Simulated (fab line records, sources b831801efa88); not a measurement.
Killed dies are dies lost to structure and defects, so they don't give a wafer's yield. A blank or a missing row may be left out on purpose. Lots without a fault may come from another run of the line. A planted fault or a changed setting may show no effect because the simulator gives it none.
Which tool did it? | flow sky130 | 12 lots, 36 wafers sampled, at 2 steps of a route of 708

WHAT THE GAUGES READ, wafer by wafer
SKY_SPACER_THK_MEAS_01.
lot  | measured     | on            | SPACER_CVD_00_THK (nm)
L075 | day 22 20:13 | film_metro-04 | 44.2 44.0 43.8
L077 | day 23 11:44 | film_metro-02 | 43.8 43.4 43.6
L079 | day 24 11:58 | film_metro-01 | 42.7 42.3 42.7
L080 | day 25 00:56 | film_metro-02 | 43.1 42.9 43.1
L083 | day 25 23:54 | film_metro-04 | 42.7 42.9 43.2
L085 | day 27 00:30 | film_metro-02 | 43.6 43.5 43.7
L086 | day 29 05:39 | film_metro-02 | 42.9 43.1 43.4
L088 | day 29 10:59 | film_metro-01 | 43.1 43.2 43.4
L091 | day 29 15:22 | film_metro-04 | 43.4 42.8 43.3
L093 | day 29 21:47 | film_metro-02 | 43.5 42.8 43.2
L095 | day 30 05:19 | film_metro-02 | 43.4 43.5 43.3
L097 | day 31 00:14 | film_metro-02 | 43.5 43.5 43.6

WHICH TOOL RAN EACH LOT (tool, then ch and the chambers of the sampled wafers, then the start)
lot  | SKY_LDD_HVN_STRIP_09
L075 | plasma_asher-01 ch 0,1, day 20 05:07
L077 | plasma_asher-04 ch 0,1, day 20 21:32
L079 | plasma_asher-04 ch 0,1, day 21 21:29
L080 | plasma_asher-01 ch 0,1, day 22 08:28
L083 | plasma_asher-01 ch 0,1, day 23 10:47
L085 | plasma_asher-04 ch 0,1, day 24 11:40
L086 | plasma_asher-01 ch 0,1, day 26 17:32
L088 | plasma_asher-01 ch 0, day 27 00:20
L091 | plasma_asher-04 ch 1, day 27 02:05
L093 | plasma_asher-01 ch 0,1, day 27 11:22
L095 | plasma_asher-01 ch 0,1, day 27 19:17
L097 | plasma_asher-04 ch 0,1, day 28 14:31
- SKY_LDD_HVN_STRIP_09: strips in O2/N2.

THE ANSWER, worked out from the rows above alone
Rule: what is usual is taken from the lots themselves. Put in order of their means at a reading, lots are off if they are a third of the lots or fewer, leave a main group of 4 or more, and stand apart from it by a gap of 3 or more times the standard deviation of the main group's means; of several such gaps the widest counts. A main group whose means are all the same, to the digits that the tables above print for the reading, isn't used. A lot without any number at a reading at which 4 lots or more have one is off too. The other lots that the step has rows for count as sound.
No lot is off at any reading shown: from this, nothing can be told.

WHAT THE SIMULATOR HAD PUT IN
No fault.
